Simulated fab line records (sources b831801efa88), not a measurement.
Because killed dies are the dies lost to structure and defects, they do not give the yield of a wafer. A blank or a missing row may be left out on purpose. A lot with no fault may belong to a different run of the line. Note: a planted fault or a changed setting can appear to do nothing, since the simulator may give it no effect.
fab line records | flow sfqLine
record lots=6 | wafers=18 | lastDay=93
route steps=325 shown I0@47 M1@58
lots with no fault: from the same line, run without faults
startH: start of the lot's first displayed wafer, in hours after the record's first day | waitH: hours since the lot's step before | " identical to the entry in the row above | L1.1+2: a single row standing in for several wafers | - either no value or no given start | * or withheld: withheld | < > ~ a bound
route shown NAME@n: a module of which the file shows steps, and the number in the route of the first | usual: mean/standard deviation of fault-free wafers | same: alike in all rows | chamber/n: place in a boat | sites: each site's reading | _std_site: standard deviation across them | _edge_site: outer sites' mean less inner sites' | radiusMm: for every site, how far away it sits from the centre of the wafer | mask NAME#n: copy n | behind: tool/chamber where the wafer was last shaped | hold: why the lot went on hold/how many hours it stayed there/how the hold came to an end | device: the n, p or np transistor that did not switch | end of line: tests of these same wafers at the route's end | where a step has no rows: the recipe by itself | killed: count of dies lost to structure and defects at first sort (not the wafer's yield) | map: per-die view of a wafer (x killed, . not killed, _ where there is no die)
set.NAME: the setting as run; set.NAME@STEP: as run at that earlier step | model.NAME: the simulator's own value behind a step, which no gauge read
lots at selected steps of the route; one table per step, one row per wafer
services: from which hour (startH, from the record's first day; less than 0 if before it) a tool's chamber was out of use, for how many hours, and why
## steps
# step SFQ_TRILAYER_I0_VIA_LITHO_COAT_036
# recipe resist=BARC | spinRpm=3000 | resistThkNm=62
# step SFQ_TRILAYER_I0_VIA_LITHO_COAT_031
# recipe resist=KrF | spinRpm=3000 | resistThkNm=650
# step SFQ_TRILAYER_I0_VIA_LITHO_SOFTBAKE_035
# recipe tempC=withheld | timeS=withheld | resist=KrF
# step SFQ_TRILAYER_I0_VIA_LITHO_EXPOSE_032
# recipe maskId=I0 | na=0.6 | sourceShape=conventional | sigmaOuter=0.65 | targetCdNm=500 | doseMj=21.3
# step SFQ_TRILAYER_I0_VIA_LITHO_PEB_034
# recipe pebTempC=115 | pebTimeS=60 | resist=KrF
# step SFQ_TRILAYER_I0_VIA_LITHO_DEVELOP_033
# recipe timeS=60 | resist=KrF
# step SFQ_I0_OVL_MEAS_908
# usual I0_OVL=1/6.2
lot.wafer | tool       | chamber | startH | waitH | I0_OVL[nm]
L730.1    | overlay-01 | -       | 189.02 | 0.1   | -4
L730.2    | "          | -       | "      | "     | -1
L730.4    | "          | -       | "      | "     | -3
L733.1    | overlay-01 | -       | 213.57 | 0.1   | 0
L733.2    | "          | -       | "      | "     | 5
L733.4    | "          | -       | "      | "     | 1
L738.3    | overlay-01 | -       | 244.33 | 0.1   | 1
L738.5    | "          | -       | "      | "     | -6
L738.6    | "          | -       | "      | "     | 7
L739.1    | overlay-01 | -       | 263.52 | 0.1   | -1
L739.2    | "          | -       | "      | "     | -9
L739.5    | "          | -       | "      | "     | -9
L745.2    | overlay-02 | -       | 314.23 | 0.1   | -10
L745.3    | "          | -       | "      | "     | -12
L745.4    | "          | -       | "      | "     | -13
L748.1    | overlay-01 | -       | 335.82 | 0.1   | -3
L748.3    | "          | -       | "      | "     | -10
L748.6    | "          | -       | "      | "     | -7
# step SFQ_TRILAYER_I0_VIA_BARC_OPEN_VIA_ETCH_046
# recipe maskMaterial=PR | chemistry=O2 | targetDepthNm=125 | target=BARC | sourceW=500 | biasW=80 | pressureMtorr=30 | timeS=41.7
# usual drypumpMotorCurrentA=5.7/0.36 | oesProductAu=0.685/0.0044
lot.wafer | tool       | chamber | startH | waitH | drypumpMotorCurrentA | oesProductAu | rfHoursCounterH
L730.1    | rieDiel-03 | 3       | 189.05 | 0.0   | 5.1                  | 0.683        | 105
L730.2    | "          | 2       | "      | "     | 5.7                  | 0.684        | 4
L730.4    | "          | 1       | "      | "     | 5.8                  | 0.684        | 74
L733.1    | rieDiel-03 | 1       | 213.60 | 0.0   | 5.8                  | 0.692        | 75
L733.2    | "          | 0       | "      | "     | 5.8                  | 0.694        | 5
L733.4    | "          | 3       | "      | "     | 5.1                  | 0.691        | 105
L738.3    | rieDiel-01 | 2       | 244.35 | 0.0   | 5.6                  | 0.692        | 114
L738.5    | "          | 1       | "      | "     | 6.1                  | 0.684        | -
L738.6    | "          | 2       | "      | "     | 5.6                  | 0.688        | -
L739.1    | rieDiel-02 | 3       | 263.55 | 0.0   | 5.2                  | 0.688        | 50
L739.2    | "          | 2       | "      | "     | 6.3                  | 0.680        | 52
L739.5    | "          | 0       | "      | "     | 5.6                  | 0.689        | -
L745.2    | rieDiel-01 | 3       | 314.26 | 0.0   | 5.9                  | 0.691        | 11
L745.3    | "          | 2       | "      | "     | 5.6                  | 0.685        | 115
L745.4    | "          | 0       | "      | "     | 5.2                  | 0.680        | 2
L748.1    | rieDiel-01 | 1       | 335.86 | 0.0   | 6.1                  | 0.690        | 36
L748.3    | "          | 3       | "      | "     | 5.9                  | 0.683        | 11
L748.6    | "          | 1       | "      | "     | 6.1                  | 0.684        | -
# step SFQ_TRILAYER_I0_VIA_ETCH_VIA_ETCH_034
# recipe target=SiO2 | stopOn=Nb | maskMaterial=PR | taperDeg=20 | chemistry=CHF3 | targetDepthNm=260 | sourceW=500 | biasW=80 | pressureMtorr=30 | timeS=withheld
# usual drypumpMotorCurrentA=5.7/0.36 | oesProductAu=0.854/0.0048
lot.wafer | tool       | chamber | startH | waitH | drypumpMotorCurrentA | oesProductAu
L730.1    | rieDiel-03 | 3       | 189.09 | 0.0   | 5.1                  | 0.861
L730.2    | "          | 2       | "      | "     | 5.6                  | 0.850
L730.4    | "          | 1       | "      | "     | 5.8                  | 0.847
L733.1    | rieDiel-03 | 1       | 213.64 | 0.0   | 5.8                  | 0.853
L733.2    | "          | 0       | "      | "     | 5.9                  | 0.849
L733.4    | "          | 3       | "      | "     | 5.1                  | 0.850
L738.3    | rieDiel-01 | 2       | 244.39 | 0.0   | 5.6                  | 0.850
L738.5    | "          | 1       | "      | "     | 6.1                  | 0.857
L738.6    | "          | 2       | "      | "     | 5.6                  | 0.855
L739.1    | rieDiel-02 | 3       | 263.59 | 0.0   | 5.2                  | 0.861
L739.2    | "          | 2       | "      | "     | 6.3                  | 0.853
L739.5    | "          | 0       | "      | "     | 5.6                  | 0.846
L745.2    | rieDiel-01 | 3       | 314.30 | 0.0   | 5.9                  | 0.846
L745.3    | "          | 2       | "      | "     | 5.6                  | 0.851
L745.4    | "          | 0       | "      | "     | 5.2                  | 0.857
L748.1    | rieDiel-01 | 1       | 335.90 | 0.0   | 6.1                  | 0.850
L748.3    | "          | 3       | "      | "     | 5.9                  | 0.859
L748.6    | "          | 1       | "      | "     | 6.1                  | 0.855
# step SFQ_TRILAYER_I0_VIA_STRIP_STRIP_035
# recipe gas=O2 | powerW=200 | platenTempC=40 | overashFraction=0.65 | chemistry=O2 | pressureMtorr=50
# usual drypumpMotorCurrentA=5.8/0.61 | oesProductAu=0.997/0.0076 | platenTempC=40.02/0.1
lot.wafer | tool        | chamber | startH | waitH | drypumpMotorCurrentA | oesProductAu | platenTempC | rfHoursCounterH
L730.1    | rieMetal-01 | 1       | 189.21 | -     | 6.2                  | 1.006        | 40.00       | 69
L730.2    | "           | 0       | "      | "     | 6.5                  | 1.006        | 40.19       | 63
L730.4    | "           | 1       | "      | "     | 6.2                  | 1.003        | 39.97       | -
L733.1    | rieMetal-02 | 0       | 213.76 | -     | 4.6                  | 1.002        | 39.96       | 84
L733.2    | "           | 1       | "      | "     | 5.3                  | 0.992        | 40.12       | 52
L733.4    | "           | 1       | "      | "     | 5.3                  | 0.990        | 40.05       | -
L738.3    | rieMetal-03 | 0       | 244.71 | -     | 5.9                  | 0.992        | 40.02       | -
L738.5    | "           | 1       | "      | "     | 5.7                  | 0.994        | 40.04       | -
L738.6    | "           | 0       | "      | "     | 5.9                  | 0.990        | 39.97       | -
L739.1    | rieMetal-03 | 1       | 263.71 | -     | 5.7                  | 0.990        | 40.12       | 38
L739.2    | "           | 0       | "      | "     | 5.9                  | 0.989        | 40.05       | 0
L739.5    | "           | 0       | "      | "     | 5.9                  | 0.987        | 40.12       | -
L745.2    | rieMetal-01 | 0       | 314.41 | -     | 6.5                  | 0.987        | 39.94       | 84
L745.3    | "           | 1       | "      | "     | 6.2                  | 1.012        | 39.96       | -
L745.4    | "           | 0       | "      | "     | 6.6                  | 0.992        | 39.91       | -
L748.1    | rieMetal-01 | 1       | 336.01 | -     | 6.2                  | 1.015        | 40.06       | 94
L748.3    | "           | 0       | "      | "     | 6.6                  | 0.995        | 40.12       | -
L748.6    | "           | 0       | "      | "     | 6.5                  | 0.979        | 40.07       | -
# step SFQ_TRILAYER_I0_VIA_STRIP_SOLV_CLEAN_036
# recipe chemistry=NMP | tempC=70 | timeS=600
# step SFQ_TRILAYER_M1_DEP_PRE_CLEAN_038
# recipe gas=Ar | timeS=22.5 | biasV=250
# step SFQ_TRILAYER_M1_DEP_SPUTTER_037
# recipe material=Nb | basePressurePa=1.33e-06 | chamberPressurePa=0.1333 | substrateTempC=20 | resputterCathodeVoltageV=400 | targetThkNm=200 | powerW=2000 | timeS=133.3
# usual resputterCathodeVoltageV=400/3.9 | throttleValvePct=29.9/0.92
lot.wafer | tool          | chamber | startH | waitH | resputterCathodeVoltageV | throttleValvePct | model.Nb_of_TRILAYER_M1_DEP_SPUTTER_037.thkNm
L730.1    | pvdSputter-05 | -       | 190.01 | 0.0   | 397                      | 30.6             | 200.9
L730.2    | "             | -       | "      | "     | 399                      | 30.2             | 200.9
L730.4    | "             | -       | "      | "     | 403                      | 29.4             | 204.4
L733.1    | pvdSputter-06 | -       | 214.56 | 0.0   | 398                      | 29.0             | 198.6
L733.2    | "             | -       | "      | "     | 402                      | 29.6             | 199.2
L733.4    | "             | -       | "      | "     | 397                      | 29.6             | 198.8
L738.3    | pvdSputter-05 | -       | 245.31 | 0.0   | 400                      | 30.2             | 91.08
L738.5    | "             | -       | "      | "     | 402                      | 29.3             | 94
L738.6    | "             | -       | "      | "     | 401                      | 30.0             | 90.4
L739.1    | pvdSputter-05 | -       | 264.51 | 0.0   | 401                      | 30.0             | 93.19
L739.2    | "             | -       | "      | "     | 401                      | 30.7             | 91.27
L739.5    | "             | -       | "      | "     | 397                      | 30.1             | 90.56
L745.2    | pvdSputter-04 | -       | 315.22 | 0.0   | 400                      | 30.7             | 200.7
L745.3    | "             | -       | "      | "     | 398                      | 28.8             | 200.4
L745.4    | "             | -       | "      | "     | 392                      | 28.2             | 200.8
L748.1    | pvdSputter-04 | -       | 336.82 | 0.0   | 398                      | 29.0             | 198.2
L748.3    | "             | -       | "      | "     | 398                      | 30.3             | 200.3
L748.6    | "             | -       | "      | "     | 404                      | 30.5             | 201.7
# step SFQ_M1_RS_MEAS_909
# recipe thkMeasGauge=four-point-probe | reads=Nb_of_TRILAYER_M1_DEP_SPUTTER_037
# usual M1_NB_RS=0.893/0.0095
lot.wafer | tool         | chamber | startH | waitH | hold                    | M1_NB_RS[ohm/sq]
L730.1    | filmMetro-03 | -       | 190.10 | 0.0   | -                       | 0.888
L730.2    | "            | -       | "      | "     | -                       | 0.887
L730.4    | "            | -       | "      | "     | -                       | 0.872
L733.1    | filmMetro-01 | -       | 214.65 | 0.0   | -                       | 0.894
L733.2    | "            | -       | "      | "     | -                       | 0.896
L733.4    | "            | -       | "      | "     | -                       | 0.896
L738.3    | filmMetro-04 | -       | 245.44 | 0.1   | awaitDispo/0.2h/release | 1.981
L738.5    | "            | -       | "      | "     | awaitDispo/0.2h/release | 1.917
L738.6    | "            | -       | "      | "     | awaitDispo/0.2h/release | 1.997
L738.3    | filmMetro-04 | -       | 245.73 | 0.3   | -                       | 1.981
L738.5    | "            | -       | "      | "     | -                       | 1.918
L738.6    | "            | -       | "      | "     | -                       | 1.997
L739.1    | filmMetro-03 | -       | 264.60 | 0.0   | awaitDispo/0.2h/release | 1.936
L739.2    | "            | -       | "      | "     | awaitDispo/0.2h/release | 1.976
L739.5    | "            | -       | "      | "     | awaitDispo/0.2h/release | 1.994
L739.1    | filmMetro-03 | -       | 264.89 | 0.3   | -                       | 1.937
L739.2    | "            | -       | "      | "     | -                       | 1.977
L739.5    | "            | -       | "      | "     | -                       | 1.994
L745.2    | filmMetro-03 | -       | 315.33 | 0.1   | -                       | 0.889
L745.3    | "            | -       | "      | "     | -                       | 0.889
L745.4    | "            | -       | "      | "     | -                       | 0.887
L748.1    | filmMetro-03 | -       | 336.91 | 0.0   | -                       | 0.898
L748.3    | "            | -       | "      | "     | -                       | 0.888
L748.6    | "            | -       | "      | "     | -                       | 0.885
## services
tool          | chamber | startH | hours | kind
rieDiel-01    | -       | 185.95 | 1.1   | repair
pvdSputter-04 | -       | 189.04 | 4.2   | repair
pvdSputter-04 | -       | 190.33 | 2.2   | repair
rieDiel-02    | 0       | 200.11 | 16.2  | repair
rieMetal-01   | -       | 223.73 | 14.6  | pm
pvdSputter-04 | -       | 228.27 | 13.5  | repair
rieDiel-01    | -       | 229.71 | 14.6  | pm
rieMetal-03   | 0       | 247.44 | -     | clean
rieMetal-03   | 0       | 247.44 | 16.0  | scheduledDown
rieMetal-03   | 0       | 247.44 | 16.0  | ventCycle
rieMetal-03   | 0       | 265.87 | 2.5   | repair
rieDiel-02    | 3       | 267.10 | 4.9   | repair
rieDiel-01    | 2       | 268.36 | 10.2  | repair
rieDiel-03    | 0       | 289.13 | 4.0   | repair
rieDiel-03    | 1       | 316.97 | 3.3   | repair
rieDiel-01    | -       | 330.05 | 2.0   | repair
rieDiel-02    | -       | 330.43 | 0.3   | repair
rieDiel-02    | 0       | 333.78 | 4.0   | repair
## key
firstSign step=SFQ_M1_RS_MEAS_909 | reading=visit | direction=added
effect step=SFQ_M1_RS_MEAS_909 | reading=M1_NB_RS | direction=up | sigmas=99+ | usual=0.893 | struck=1.967
modelEffect step=SFQ_TRILAYER_M1_DEP_SPUTTER_037 | value=Nb_of_TRILAYER_M1_DEP_SPUTTER_037.thkNm | without=198.8 | struck=91.75
metAt SFQ_TRILAYER_M1_DEP_SPUTTER_037
struckWafers L738.3,L738.5,L738.6,L739.1,L739.2,L739.5
scrappedBehind SFQ_M1_RS_MEAS_909 L738.3,L738.5,L738.6,L739.1,L739.2,L739.5
onsetBetween 190.01 245.31
alsoFits SFQ_TRILAYER_I0_VIA_STRIP_STRIP_035:rieMetal-03
fault kind=processParameterDrift | tool=pvdSputter-05 | chamber=- | onsetH=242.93 | steps=SFQ_TRILAYER_M1_DEP_SPUTTER_037 | channel=targetThkNm | offset=-107.03 | shape=step | endH=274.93 | actsIn=theseRecipesOnly | stated=200
